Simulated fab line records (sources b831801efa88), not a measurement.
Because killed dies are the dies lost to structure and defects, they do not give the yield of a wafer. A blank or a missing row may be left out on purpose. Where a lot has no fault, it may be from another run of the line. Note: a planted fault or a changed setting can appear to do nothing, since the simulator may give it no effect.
Which tool did it?	flow gf180mcu	39 wafers from 13 lots sampled at 3 of the route's 602 steps

## WHAT EACH GAUGE READ, for each wafer
GF_M1_CD_MEAS_14: target cd 230 nm. Usual: cd nm reads 230.0 nm (standard deviation 1.4).
lot	measured	on	cd nm (nm)	flag
L601	day 17 01:10	cd sem-02	230.5 229.3 230.5	
L602	day 17 17:27	cd sem-01	232.0 230.6 232.2	
L605	day 18 16:10	cd sem-01	229.5 229.4 229.2	
L610	day 20 12:45	cd sem-02	230.6 229.5 229.3	
L612	day 21 08:34	cd sem-01	231.0 230.8 231.6	
L613	day 21 16:34	cd sem-01	230.0 230.4 229.4	
L614	day 22 01:34	cd sem-01	230.1 229.7 228.7	
L618	day 23 09:33	cd sem-01	231.6 231.7 230.7	
L620	day 23 23:52	cd sem-02	227.8 229.2 229.6	
L621	day 24 08:13	cd sem-01	229.2 228.6 230.0	
L622	day 24 11:43	cd sem-02	230.5 231.0 230.4	
L623	day 25 01:52	cd sem-01	232.0 230.8 231.5	
L624	day 25 02:50	cd sem-02	230.5 229.1 230.8	

GF_M1_OVL_MEAS_15. Usual: for M1_OVL the level is -2 nm and the standard deviation is 5.4.
lot	measured	on	M1_OVL (nm)	flag
L601	day 17 01:17	overlay-02	-12 -2 -12	
L602	day 17 17:34	overlay-01	-3 -8 0	
L605	day 18 16:17	overlay-02	-10 -5 -8	
L610	day 20 12:52	overlay-01	-1 0 1	
L612	day 21 08:41	overlay-01	3 2 3	
L613	day 21 16:41	overlay-02	2 -2 2	
L614	day 22 01:41	overlay-02	-4 -1 -5	
L618	day 23 09:40	overlay-01	-4 -1 4	
L620	day 23 23:59	overlay-02	-3 -6 -11	
L621	day 24 08:20	overlay-01	-8 -6 4	
L622	day 24 11:50	overlay-01	-11 -3 -2	
L623	day 25 01:59	overlay-01	-4 -2 -5	
L624	day 25 02:56	overlay-01	6 4 13	

## EACH LOT AND THE TOOL THAT RAN IT (in order: tool; ch and the chambers of the sampled wafers; start)
lot	GF_CONTACT_SPUTTER_22
L601	pvd sputter-01, day 16 02:15
L602	pvd sputter-02, day 16 17:23
L605	pvd sputter-01, day 17 15:34
L610	pvd sputter-03, day 19 11:14
L612	pvd sputter-03, day 20 07:50
L613	pvd sputter-01, day 20 16:10
L614	pvd sputter-01, day 20 23:51
L618	pvd sputter-03, day 22 09:44
L620	pvd sputter-03, day 22 23:50
L621	pvd sputter-02, day 23 08:41
L622	pvd sputter-03, day 23 12:58
L623	pvd sputter-03, day 24 02:27
L624	pvd sputter-02, day 24 04:21
- GF_CONTACT_SPUTTER_22: material Ti, target thk 15 nm, time 80.02 s.

## AS READ BY THE TOOLS THEMSELVES (means over the sampled wafers that have a number; for cases with no such wafer, the mark the record gives instead)
GF_CONTACT_SPUTTER_22. Usual: substrate temp c 199.97 C, standard deviation 0.16; throttle valve pct 29.8 %, standard deviation 1.1.
lot	tool	substrate temp c (C)	throttle valve pct (%)	flag
L601	pvd sputter-01	199.96	29.5	
L602	pvd sputter-02	199.92	29.5	
L605	pvd sputter-01	199.89	31.1	
L610	pvd sputter-03	200.14	29.1	
L612	pvd sputter-03	199.90	29.4	
L613	pvd sputter-01	200.16	31.2	
L614	pvd sputter-01	199.96	30.3	
L618	pvd sputter-03	199.99	29.5	
L620	pvd sputter-03	200.02	30.8	
L621	pvd sputter-02	199.92	29.0	
L622	pvd sputter-03	199.84	30.5	
L623	pvd sputter-03	199.94	29.1	
L624	pvd sputter-02	200.01	29.6	

## THE ANSWER, worked out from the rows above alone
Rule: take the mean of a lot's wafers that have a number; if it is more than 3 standard deviations from the usual mean, the lot is off. A lot without any number at a reading at which 4 lots or more have one is off too. Where the step has rows for the other lots, those lots are counted as sound. Order of review: gauges by route order, followed by the tools' own readings, for which a lot's mean as printed above is used. At the first step where some lot is off, the reading lying furthest off is the one used; lots without a number count as furthest.
No lot is off on any of the readings shown, so nothing can be concluded from this.

## WHAT THE SIMULATOR PUT IN
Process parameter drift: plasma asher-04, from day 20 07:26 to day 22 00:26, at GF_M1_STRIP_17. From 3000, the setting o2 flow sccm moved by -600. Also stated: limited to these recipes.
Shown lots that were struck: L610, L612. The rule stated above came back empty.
